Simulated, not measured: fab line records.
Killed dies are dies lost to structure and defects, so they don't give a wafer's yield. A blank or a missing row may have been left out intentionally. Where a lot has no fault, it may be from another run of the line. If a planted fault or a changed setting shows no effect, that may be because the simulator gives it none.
fab line records    flow sky130
[record] lots = 5  wafers = 15  last-day = 49
route steps=708 shown SPACER@306 POLY_CUT@307 SD_P@320 RES_XHIGH@332 SD_N@342 PAD_OPEN@708
lots that met no fault: taken from a fault-free run of the same line
start-h: hours from the record's opening day to when the first of the lot's shown wafers began    wait-h: hours since the lot's step before    " unchanged from the row above    L1.1+2: several wafers, shown together as one row    - no value present, or no start provided    * or withheld: withheld    < > ~ a bound
route shown NAME@n: NAME is a module with steps in the file, n the number in the route of the first one    usual: mean and standard deviation over wafers with no fault    same: alike in all rows    chamber/n: place in a boat    sites: each site's reading    _std_site: how widely they spread, as a standard deviation    _edge_site: outer sites' mean less inner sites'    radius-mm: how far each site lies from the wafer's centre    mask NAME#n: copy n    behind: the most recent tool/chamber to have shaped the wafer    hold: reason for holding the lot/hours on hold/outcome of the hold    device: names the non-switching transistor (n, p or np)    end of line: the tests these same wafers got at the end of their route    for a step that has no rows: nothing shown but its recipe    killed: not the wafer's yield, but the dies lost to structure and defects at the first sort    map: dies across one wafer; x = killed, . = not, _ = none there
set.NAME: the setting the step ran with; set.NAME@STEP: the setting that earlier step ran with    model.NAME: the simulator's own value behind a step, which no gauge read
lots at some steps of the route; a table a step, a row a wafer
services: a tool's chamber out of use, with start hour (start-h, from the record's first day; less than 0 if before it), hours out, and reason
[[steps]]
[step SKY_SPACER_ETCHBACK_02]
[recipe] chemistry = CH3F/O2  target = Si3N4  stop-on = SiO2  source-w = 400  bias-w = 80  pressure-mtorr = 25  ch3f-flow-sccm = 40  O2_flow_sccm = 30  time-s = 46.7  target-depth-a = 450
[usual] ch3f-flow-sccm = 39.99/0.12  drypump-motor-current-A = 5.4/0.44  oes-product-au = 0.856/0.0056  throttle-valve-pct = 10.562/0.009
lot.wafer  tool         chamber  start-h  wait-h  ch3f-flow-sccm  drypump-motor-current-A  oes-product-au  rf-hours-counter-h  throttle-valve-pct
L939.4     rie-diel-01  0        572.75   0.0     40.09           5.7                      0.855           26                  10.564
L939.5     "            2        "        "       40.02           4.9                      0.850           -                   10.560
L939.6     "            3        "        "       39.70           5.2                      0.844           -                   10.564
L940.2     rie-diel-03  1        583.38   0.0     40.01           5.0                      0.859           3                   10.560
L940.5     "            0        "        "       39.83           5.1                      0.860           -                   10.553
L940.6     "            1        "        "       40.09           5.1                      0.858           -                   10.567
L944.1     rie-diel-01  0        609.91   0.1     39.90           5.7                      0.850           27                  10.565
L944.3     "            1        "        "       39.98           6.2                      0.853           55                  10.549
L944.5     "            1        "        "       39.94           6.1                      0.855           -                   10.554
L946.2     rie-diel-01  1        629.30   0.0     39.92           6.2                      0.855           55                  10.557
L946.3     "            2        "        "       39.81           4.9                      0.853           13                  10.567
L946.5     "            1        "        "       40.14           6.2                      0.863           -                   10.560
L953.3     rie-diel-01  2        686.68   0.0     39.94           4.9                      0.857           14                  10.567
L953.5     "            2        "        "       40.02           4.9                      0.854           -                   10.556
L953.6     "            1        "        "       40.08           6.2                      0.857           -                   10.559
[step SKY_POLY_CUT_DEHYDRATE_00]
[recipe] temp-c = 200  time-s = 60
[step SKY_POLY_CUT_HMDS_01]
[recipe] prime-time-s = 60  prime-temp-c = 120
[step SKY_POLY_CUT_COAT_02]
[recipe] resist = BARC  temp-c = withheld  time-s = withheld  spin-rpm = 3000  resist-thk-nm = 60
[step SKY_POLY_CUT_COAT_03]
[recipe] resist = KrF-thick  spin-rpm = 3000  resist-thk-nm = 450
[step SKY_POLY_CUT_SOFTBAKE_04]
[recipe] temp-c = 100  time-s = 90  resist = KrF-thick
[step SKY_POLY_CUT_EXPOSE_05]
[recipe] mask-id = NPCM  na = 0.8  source-shape = annular  sigma-inner = 0.55  sigma-outer = 0.85  target-cd-nm = 270  dose-mj = 32
[step SKY_POLY_CUT_PEB_06]
[recipe] peb-temp-c = withheld  peb-time-s = withheld  resist = KrF-thick
[step SKY_POLY_CUT_DEVELOP_07]
[recipe] develop-time-s = 60  resist = KrF-thick  dev-temp-c = 21
[step SKY_POLY_CUT_CD_MEAS_08]
[recipe] target-cd-nm = 270
[usual] cd-nm = 269.9/1.5
lot.wafer  tool       chamber  start-h  wait-h  cd-nm
L939.4     cd-sem-01  -        602.86   -       273.7
L939.5     "          -        "        "       271.9
L939.6     "          -        "        "       271.8
L940.2     cd-sem-02  -        612.71   -       268.5
L940.5     "          -        "        "       268.6
L940.6     "          -        "        "       270.3
L944.1     cd-sem-01  -        638.95   -       271.0
L944.3     "          -        "        "       269.1
L944.5     "          -        "        "       270.4
L946.2     cd-sem-02  -        658.22   -       268.5
L946.3     "          -        "        "       270.7
L946.5     "          -        "        "       268.7
L953.3     cd-sem-01  -        714.47   -       270.3
L953.5     "          -        "        "       269.3
L953.6     "          -        "        "       270.4
[step SKY_POLY_CUT_OVL_MEAS_09]
[usual] POLY_CUT_OVL = -1/6
lot.wafer  tool        chamber  start-h  wait-h  POLY_CUT_OVL[nm]
L939.4     overlay-01  -        602.94   0.1     -1
L939.5     "           -        "        "       8
L939.6     "           -        "        "       1
L940.2     overlay-02  -        612.81   0.1     -5
L940.5     "           -        "        "       -9
L940.6     "           -        "        "       -2
L944.1     overlay-01  -        639.07   0.1     -10
L944.3     "           -        "        "       -8
L944.5     "           -        "        "       -7
L946.2     overlay-01  -        658.33   0.1     -2
L946.3     "           -        "        "       -5
L946.5     "           -        "        "       -5
L953.3     overlay-01  -        714.56   0.1     -6
L953.5     "           -        "        "       -4
L953.6     "           -        "        "       12
[step SKY_POLY_CUT_ETCH_10]
[recipe] chemistry = N2/H2  target = BARC  ion-energy-ev = 200  source-w = 500  bias-w = 100  pressure-mtorr = 30  n2-flow-sccm = 100  h2-flow-sccm = 200  stop-on = SiO2  time-s = 45.9  target-depth-a = 600
[usual] drypump-motor-current-A = 5.7/0.43  oes-product-au = 0.854/0.0049  throttle-valve-pct = 13.225/0.0085
lot.wafer  tool         chamber  start-h  wait-h  drypump-motor-current-A  oes-product-au  rf-hours-counter-h  throttle-valve-pct
L939.4     rie-diel-01  2        602.96   0.0     4.9                      0.862           12                  13.227
L939.5     "            2        "        "       4.9                      0.849           -                   13.221
L939.6     "            1        "        "       6.2                      0.846           -                   13.214
L940.2     rie-diel-01  0        612.84   0.0     5.7                      0.850           27                  13.219
L940.5     "            0        "        "       5.7                      0.844           -                   13.224
L940.6     "            3        "        "       5.2                      0.855           -                   13.209
L944.1     rie-diel-04  1        639.11   0.0     6.0                      0.848           1                   13.223
L944.3     "            2        "        "       6.4                      0.857           38                  13.220
L944.5     "            0        "        "       5.7                      0.859           -                   13.231
L946.2     rie-diel-02  1        658.36   0.0     5.8                      0.859           40                  13.228
L946.3     "            3        "        "       5.3                      0.850           8                   13.217
L946.5     "            2        "        "       5.6                      0.843           -                   13.237
L953.3     rie-diel-04  0        714.59   0.0     5.7                      0.851           8                   13.219
L953.5     "            1        "        "       6.0                      0.847           -                   13.235
L953.6     "            2        "        "       6.4                      0.858           -                   13.212
[step SKY_POLY_CUT_ETCH_11]
[recipe] target = Si3N4  chemistry = CF4/CH2F2/Ar  stop-on = poly-Si  source-w = 600  bias-w = 150  pressure-mtorr = 40  cf4-flow-sccm = 40  ch2f2-flow-sccm = 20  Ar_flow_sccm = 150  time-s = 42.5  target-depth-a = 600
[usual] drypump-motor-current-A = 5.7/0.43  oes-product-au = 0.827/0.0062  throttle-valve-pct = 14.995/0.0089
lot.wafer  tool         chamber  start-h  wait-h  drypump-motor-current-A  oes-product-au  rf-hours-counter-h  throttle-valve-pct
L939.4     rie-diel-01  2        603.00   0.0     4.9                      0.829           12                  14.999
L939.5     "            2        "        "       4.9                      0.830           -                   14.999
L939.6     "            1        "        "       6.2                      0.826           -                   15.015
L940.2     rie-diel-01  0        612.89   0.0     5.7                      0.832           27                  14.994
L940.5     "            0        "        "       5.7                      0.827           -                   14.990
L940.6     "            3        "        "       5.2                      0.833           -                   14.991
L944.1     rie-diel-04  1        639.15   0.0     6.0                      0.824           1                   14.995
L944.3     "            2        "        "       6.4                      0.826           38                  14.988
L944.5     "            0        "        "       5.7                      0.811           -                   14.989
L946.2     rie-diel-02  1        658.40   0.0     5.8                      0.822           40                  14.992
L946.3     "            3        "        "       5.3                      0.830           8                   14.999
L946.5     "            2        "        "       5.6                      0.832           -                   15.001
L953.3     rie-diel-04  0        714.63   0.0     5.7                      0.827           8                   14.994
L953.5     "            1        "        "       6.0                      0.831           -                   14.994
L953.6     "            2        "        "       6.4                      0.833           -                   14.990
[step SKY_POLY_CUT_STRIP_12]
[recipe] chemistry = O2/N2  power-w = 1400  pressure-mtorr = 1500  platen-temp-c = withheld  o2-flow-sccm = 3000  n2-flow-sccm = 300  overash-fraction = 0.5
[usual] drypump-motor-current-A = 5.8/0.52  oes-product-au = 0.452/0.0048  strip-time-to-endpoint-s = 5.353/0.016
lot.wafer  tool             chamber  start-h  wait-h  drypump-motor-current-A  oes-product-au  rf-hours-counter-h  strip-time-to-endpoint-s
L939.4     plasma-asher-01  0        603.07   0.1     5.2                      0.458           -                   5.363
L939.5     "                0        "        "       5.3                      0.462           -                   5.365
L939.6     "                1        "        "       5.5                      0.453           -                   5.354
L940.2     plasma-asher-01  0        612.93   0.0     5.3                      0.452           85                  5.365
L940.5     "                0        "        "       5.3                      0.452           -                   5.347
L940.6     "                1        "        "       5.5                      0.448           -                   5.348
L944.1     plasma-asher-04  0        639.19   0.0     6.2                      0.452           97                  5.328
L944.3     "                0        "        "       6.2                      0.453           -                   5.342
L944.5     "                0        "        "       6.2                      0.446           -                   5.334
L946.2     plasma-asher-03  1        658.44   0.0     6.7                      0.447           23                  5.369
L946.3     "                0        "        "       5.7                      0.453           -                   5.367
L946.5     "                1        "        "       6.7                      0.457           -                   5.361
L953.3     plasma-asher-03  0        714.70   0.1     5.8                      0.448           -                   5.346
L953.5     "                0        "        "       5.8                      0.444           -                   5.353
L953.6     "                1        "        "       6.7                      0.452           -                   5.350
[step SKY_SD_P_DEHYDRATE_00]
[recipe] temp-c = 200  time-s = 60
[step SKY_SD_P_HMDS_01]
[recipe] prime-time-s = 60  prime-temp-c = 120.3
[step SKY_SD_P_COAT_02]
[recipe] resist = NOVOLAK  spin-rpm = 3000  resist-thk-nm = 1140
[step SKY_SD_P_SOFTBAKE_03]
[recipe] temp-c = 90  time-s = 60  resist = NOVOLAK
[step SKY_SD_P_EXPOSE_04]
[recipe] mask-id = PSDM  na = 0.6  source-shape = conventional  sigma-outer = 0.6  polarization = unpolarized  target-cd-nm = 380  dose-mj = 138
[step SKY_SD_P_PEB_05]
[recipe] temp-c = withheld  time-s = *  resist = NOVOLAK
[step SKY_SD_P_DEVELOP_06]
[recipe] resist = NOVOLAK  developer = TMAH  develop-time-s = 60  dev-temp-c = 23
[step SKY_SD_P_CD_MEAS_07]
[recipe] target-cd-nm = 380
[usual] cd-nm = 380.2/1.8
lot.wafer  tool       chamber  start-h  wait-h  cd-nm
L939.4     cd-sem-01  -        631.80   0.1     381.4
L939.5     "          -        "        "       378.7
L939.6     "          -        "        "       382.4
L940.2     cd-sem-01  -        641.95   0.1     379.7
L940.5     "          -        "        "       380.4
L940.6     "          -        "        "       379.3
L944.1     cd-sem-02  -        667.69   0.1     380.1
L944.3     "          -        "        "       379.2
L944.5     "          -        "        "       381.4
L946.2     cd-sem-01  -        686.65   0.1     382.8
L946.3     "          -        "        "       379.3
L946.5     "          -        "        "       380.4
L953.3     cd-sem-01  -        742.23   0.1     378.3
L953.5     "          -        "        "       378.5
L953.6     "          -        "        "       381.1
[step SKY_SD_P_OVL_MEAS_08]
[usual] SD_P_OVL = -0.2/1.3
lot.wafer  tool        chamber  start-h  wait-h  SD_P_OVL[nm]
L939.4     overlay-01  -        631.87   0.1     2.5
L939.5     "           -        "        "       1.0
L939.6     "           -        "        "       0.6
L940.2     overlay-02  -        642.06   0.1     0.4
L940.5     "           -        "        "       -3.3
L940.6     "           -        "        "       0.8
L944.1     overlay-01  -        667.81   0.1     -1.6
L944.3     "           -        "        "       -0.5
L944.5     "           -        "        "       1.0
L946.2     overlay-02  -        686.76   0.1     -0.4
L946.3     "           -        "        "       0.1
L946.5     "           -        "        "       0.3
L953.3     overlay-02  -        742.32   0.1     -0.8
L953.5     "           -        "        "       0.5
L953.6     "           -        "        "       -1.3
[step SKY_SD_P_IMPLANT_09]
[recipe] species = BF2  energy-kev = 20  dose-cm2 = 3e+15  tilt-deg = 0
[step SKY_SD_P_STRIP_10]
[recipe] chemistry = O2/N2  power-w = 1400  pressure-mtorr = 1500  platen-temp-c = withheld  o2-flow-sccm = 3000  n2-flow-sccm = 300  overash-fraction = 0.5
[usual] drypump-motor-current-A = 5.8/0.38  oes-product-au = 0.618/0.0049  strip-time-to-endpoint-s = 17.48/0.036
lot.wafer  tool             chamber  start-h  wait-h  drypump-motor-current-A  oes-product-au  rf-hours-counter-h  strip-time-to-endpoint-s
L939.4     plasma-asher-04  1        632.07   0.1     6.3                      0.613           -                   17.47
L939.5     "                1        "        "       6.3                      0.619           -                   17.43
L939.6     "                0        "        "       6.2                      0.613           -                   17.48
L940.2     plasma-asher-04  1        642.24   0.1     6.3                      0.621           98                  17.53
L940.5     "                0        "        "       6.2                      0.628           -                   17.50
L940.6     "                1        "        "       6.3                      0.622           -                   17.56
L944.1     plasma-asher-04  1        667.99   0.1     6.3                      0.616           100                 17.51
L944.3     "                0        "        "       6.3                      0.611           -                   17.48
L944.5     "                0        "        "       6.3                      0.623           -                   17.52
L946.2     plasma-asher-04  0        686.94   0.1     6.2                      0.621           102                 17.44
L946.3     "                1        "        "       6.3                      0.616           -                   17.49
L946.5     "                1        "        "       6.3                      0.624           -                   17.53
L953.3     plasma-asher-02  0        742.52   0.1     5.6                      0.609           -                   17.48
L953.5     "                0        "        "       5.6                      0.624           -                   17.44
L953.6     "                1        "        "       5.6                      0.612           -                   17.50
[step SKY_SD_P_TW_MEAS_11]
[usual] SD_P_TW = 2827/54
lot.wafer  tool           chamber  start-h  wait-h  SD_P_TW
L939.4     film-metro-04  -        632.17   0.1     2865
L939.5     "              -        "        "       2886
L939.6     "              -        "        "       2876
L940.2     film-metro-02  -        642.35   0.1     2822
L940.5     "              -        "        "       2833
L940.6     "              -        "        "       2826
L944.1     film-metro-04  -        668.09   0.1     2886
L944.3     "              -        "        "       2909
L944.5     "              -        "        "       2898
L946.2     film-metro-04  -        687.05   0.1     2867
L946.3     "              -        "        "       2872
L946.5     "              -        "        "       2858
L953.3     film-metro-02  -        742.61   0.1     2816
L953.5     "              -        "        "       2831
L953.6     "              -        "        "       2817
[step SKY_RES_XHIGH_DEHYDRATE_00]
[recipe] temp-c = 200  time-s = 60
[step SKY_RES_XHIGH_HMDS_01]
[recipe] prime-time-s = 60  prime-temp-c = 120
[step SKY_RES_XHIGH_COAT_02]
[recipe] resist = NOVOLAK  spin-rpm = 3000  resist-thk-nm = 1140
[step SKY_RES_XHIGH_SOFTBAKE_03]
[recipe] temp-c = 90  time-s = 60  resist = NOVOLAK
[step SKY_RES_XHIGH_EXPOSE_04]
[recipe] mask-id = URPM  na = 0.6  source-shape = conventional  sigma-outer = 0.6  polarization = unpolarized  target-cd-nm = 1270  dose-mj = 140
[step SKY_RES_XHIGH_PEB_05]
[recipe] temp-c = withheld  time-s = *  resist = NOVOLAK
[step SKY_RES_XHIGH_DEVELOP_06]
[recipe] resist = NOVOLAK  developer = TMAH  develop-time-s = 60  dev-temp-c = 23
[step SKY_RES_XHIGH_IMPLANT_07]
[recipe] species = BF2  energy-kev = 20  dose-cm2 = 3.6e+14  tilt-deg = 0
[step SKY_RES_XHIGH_STRIP_08]
[recipe] chemistry = O2/N2  power-w = 1400  pressure-mtorr = 1500  platen-temp-c = withheld  o2-flow-sccm = 3000  n2-flow-sccm = 300  overash-fraction = 0.5
[usual] drypump-motor-current-A = 6.0/0.36  oes-product-au = 0.711/0.0042  strip-time-to-endpoint-s = 14.26/0.041
lot.wafer  tool             chamber  start-h  wait-h  drypump-motor-current-A  oes-product-au  rf-hours-counter-h  strip-time-to-endpoint-s
L939.4     plasma-asher-04  0        660.92   0.1     6.2                      0.711           -                   14.25
L939.5     "                1        "        "       6.3                      0.710           -                   14.25
L939.6     "                0        "        "       6.2                      0.712           -                   14.24
L940.2     plasma-asher-04  1        671.19   0.1     6.3                      0.707           100                 14.25
L940.5     "                1        "        "       6.3                      0.708           -                   14.22
L940.6     "                0        "        "       6.2                      0.720           -                   14.24
L944.1     plasma-asher-04  0        696.19   0.1     6.3                      0.713           103                 14.32
L944.3     "                1        "        "       6.3                      0.711           -                   14.32
L944.5     "                1        "        "       6.3                      0.714           -                   14.30
L946.2     plasma-asher-02  1        715.14   0.1     5.7                      0.706           46                  14.28
L946.3     "                0        "        "       5.6                      0.715           -                   14.29
L946.5     "                1        "        "       5.6                      0.721           -                   14.30
L953.3     plasma-asher-03  0        770.07   0.1     5.7                      0.711           -                   14.23
L953.5     "                1        "        "       6.7                      0.709           -                   14.28
L953.6     "                0        "        "       5.7                      0.709           -                   14.30
[step SKY_RES_XHIGH_TW_MEAS_09]
[usual] RES_XHIGH_TW = 1637/31
lot.wafer  tool           chamber  start-h  wait-h  RES_XHIGH_TW
L939.4     film-metro-04  -        661.02   0.1     1685
L939.5     "              -        "        "       1674
L939.6     "              -        "        "       1681
L940.2     film-metro-04  -        671.30   0.1     1675
L940.5     "              -        "        "       1679
L940.6     "              -        "        "       1682
L944.1     film-metro-04  -        696.29   0.1     1668
L944.3     "              -        "        "       1665
L944.5     "              -        "        "       1665
L946.2     film-metro-03  -        715.25   0.1     1609
L946.3     "              -        "        "       1612
L946.5     "              -        "        "       1609
L953.3     film-metro-02  -        770.16   0.1     1643
L953.5     "              -        "        "       1647
L953.6     "              -        "        "       1653
[step SKY_SD_N_DEHYDRATE_00]
[recipe] temp-c = 200  time-s = 60
[step SKY_SD_N_HMDS_01]
[recipe] prime-time-s = 60  prime-temp-c = 120
[step SKY_SD_N_COAT_02]
[recipe] resist = NOVOLAK  spin-rpm = 3000  resist-thk-nm = 1124
[step SKY_SD_N_SOFTBAKE_03]
[recipe] temp-c = 90  time-s = 60  resist = NOVOLAK
[step SKY_SD_N_EXPOSE_04]
[recipe] mask-id = NSDM  na = 0.6  source-shape = conventional  sigma-outer = 0.6  polarization = unpolarized  target-cd-nm = 380  dose-mj = 141
[step SKY_SD_N_PEB_05]
[recipe] temp-c = withheld  time-s = *  resist = NOVOLAK
[step SKY_PAD_OPEN_PROBE_99]
[usual] killed_at_M0_to_M3 = 42/7  killed_at_M4_up = 3.2/1.6  killed-at-contacts = 24/5.8  killed-at-front-end = 16/4.3  killed-at-other = 0.3/0.62  killed-dies = 86/9.5  killed-open = 46/6.4  killed-short = 39/6.3
[same] gross-dies = 492  killed-at-back-side = 0
lot.wafer  tool       chamber  start-h  wait-h  killed_at_M0_to_M3  killed_at_M4_up  killed-at-contacts  killed-at-front-end  killed-at-other  killed-dies  killed-open  killed-short
L944.1     prober-02  -        1132.97  0.1     36                  6                17                  58                   0                117          43           28
L944.3     prober-02  -        1133.07  0.2     38                  2                27                  18                   1                86           42           44
L944.5     prober-02  -        1133.17  0.2     38                  4                42                  18                   0                102          64           38
L953.3     prober-02  -        1183.42  0.2     54                  3                20                  15                   0                92           51           41
L953.5     prober-02  -        1183.52  0.2     38                  5                21                  19                   0                83           40           42
L953.6     prober-02  -        1183.57  0.2     37                  5                19                  13                   0                74           46           28
// killed by level:class
L944.1 POLY_CUT:unspecified=46 VIA1:geometric-particle:open=7 LI_CONTACT:geometric-particle:open=7 METAL1:geometric-particle:short=7 FIELD_ISO:geometric-particle:open=6 VIA3:geometric-particle:open=6 VIA2:geometric-particle:open=6 CONTACT:geometric-particle:open=5
L944.3 VIA3:geometric-particle:open=10 LI_CONTACT:geometric-particle:open=8 CONTACT:geometric-particle:open=7 LOCAL_INTERCONNECT:geometric-particle:short=6 FIELD_ISO:geometric-particle:open=5 FIELD_ISO:geometric-particle:short=5 CONTACT:geometric-particle:short=4 METAL1:geometric-particle:short=4
L944.5 LI_CONTACT:geometric-particle:open=14 CONTACT:geometric-particle:open=12 VIA2:geometric-particle:open=12 FIELD_ISO:geometric-particle:open=6 CONTACT:geometric-particle:short=6 LI_CONTACT:geometric-particle:short=5 LOCAL_INTERCONNECT:geometric-particle:short=5 METAL1:geometric-particle:short=5
L953.3 CONTACT:geometric-particle:open=14 VIA2:geometric-particle:open=11 VIA1:geometric-particle:open=9 METAL1:geometric-particle:short=8 METAL2:geometric-particle:short=6 FIELD_ISO:geometric-particle:short=5 VIA3:geometric-particle:open=5 CONTACT:geometric-particle:short=4
L953.5 VIA1:geometric-particle:open=8 CONTACT:geometric-particle:open=7 METAL2:geometric-particle:short=7 CONTACT:geometric-particle:short=6 VIA3:geometric-particle:open=6 FIELD_ISO:geometric-particle:short=5 VIA2:geometric-particle:open=5 LI_CONTACT:geometric-particle:open=4
L953.6 VIA1:geometric-particle:open=12 CONTACT:geometric-particle:open=11 FIELD_ISO:geometric-particle:open=5 METAL1:geometric-particle:short=5 VIA2:geometric-particle:open=5 METAL4:geometric-particle:short=4 VIA3:geometric-particle:open=4 POLY_GATE:geometric-particle:short=3
// map L944.1 (x killed, . not)
__________..x......._________
________...xx....x...x_______
______....x..x..x......x_____
_____..x..........x......____
____xx.........x.xx..xx...___
___.....x......x.xx..xx..xx__
__x..x......x.x.xxxxx.x....._
_.x..x....xx.xxxxxxxxxxx..x..
_.......xx....xxxxxxxxx...x.x
_..x..x....x.xxxxxxxxx.......
_.........xx..x.x.xx.....x...
_.x.......xx...x..xx....x....
_.............x.............x
_...xx..............x........
_.............x..............
__..............x....x..x..._
___..xx.x..x.............x.__
____..............xxx.....___
_____.......xx..x..x.x..x____
______....x............._____
________.x..x........._______
__________.........._________
// map L953.3 (x killed, . not)
__________....x..x.._________
________.............x_______
______...x.x......xxx..._____
_____....xxx.............____
____.......x.....x....x...___
___...x........x......x....__
__.xxx......................_
_....x..x............x.....x.
_........x....x..............
_..xx............x...xx....x.
_......................x.....
_...x...x.x.........x..xx....
_....x..........xx.....x.xx..
_x.xx.x........x...xxx....xxx
_.x.x...x.........x.......x..
__...x.x..x..x...xx.x......._
___....xx..x.....xx..x.x...__
____.....xxx....x...x.....___
_____.xx...........x.x.xx____
______.................._____
________.x...x.x.....x_______
__________...x.....x_________
[[services]]
tool             chamber  start-h  hours  kind
rie-diel-03      3        551.63   9.8    repair
rie-diel-01      -        563.56   0.3    repair
rie-diel-01      -        573.70   0.4    repair
plasma-asher-02  -        578.13   3.6    repair
plasma-asher-02  -        586.94   14.6   pm
rie-diel-02      -        589.51   4.1    repair
plasma-asher-02  -        601.54   2.8    pm
rie-diel-03      2        626.87   16.2   repair
rie-diel-03      0        633.05   3.0    repair
rie-diel-03      1        654.82   4.6    repair
plasma-asher-03  -        664.79   3.2    repair
rie-diel-04      2        677.60   2.1    repair
rie-diel-03      1        689.38   2.3    repair
rie-diel-01      1        700.83   -      clean
rie-diel-01      1        700.83   12.0   scheduled-down
rie-diel-01      1        700.83   12.0   vent-cycle
rie-diel-04      2        701.92   4.6    repair
rie-diel-03      -        708.84   2.8    pm
rie-diel-02      1        721.65   5.3    repair
rie-diel-03      2        733.02   5.1    repair
plasma-asher-04  -        733.75   9.0    pm
rie-diel-03      -        737.35   28.1   pm
rie-diel-04      -        751.06   2.8    pm
plasma-asher-01  -        756.34   2.1    repair
[[key]]
[first-sign] step = SKY_PAD_OPEN_PROBE_99  reading = killed-at-front-end  direction = up  sigmas = 9.9  usual = 16  struck = 58
[effect] step = SKY_PAD_OPEN_PROBE_99  reading = killed-dies  direction = up  sigmas = 3.3  usual = 86  struck = 117
met-at SKY_POLY_CUT_ETCH_11
struck-wafers L944.1
tester-left-out L944
[fault] kind = chamber-particle-source  tool = rie-diel-04  chamber = 1  onset-h = 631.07  steps = SKY_POLY_CUT_ETCH_11  rate-per-visit-cm2 = 0.72288  end-h = 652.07
// tester-left-out: of these lots the tester's yield and bins aren't shown, on N5 and GAA mostly nor the transistor test; their killed dies are dies lost to structure and defects alone, not to doping, threshold or leakage, so they don't give the yield
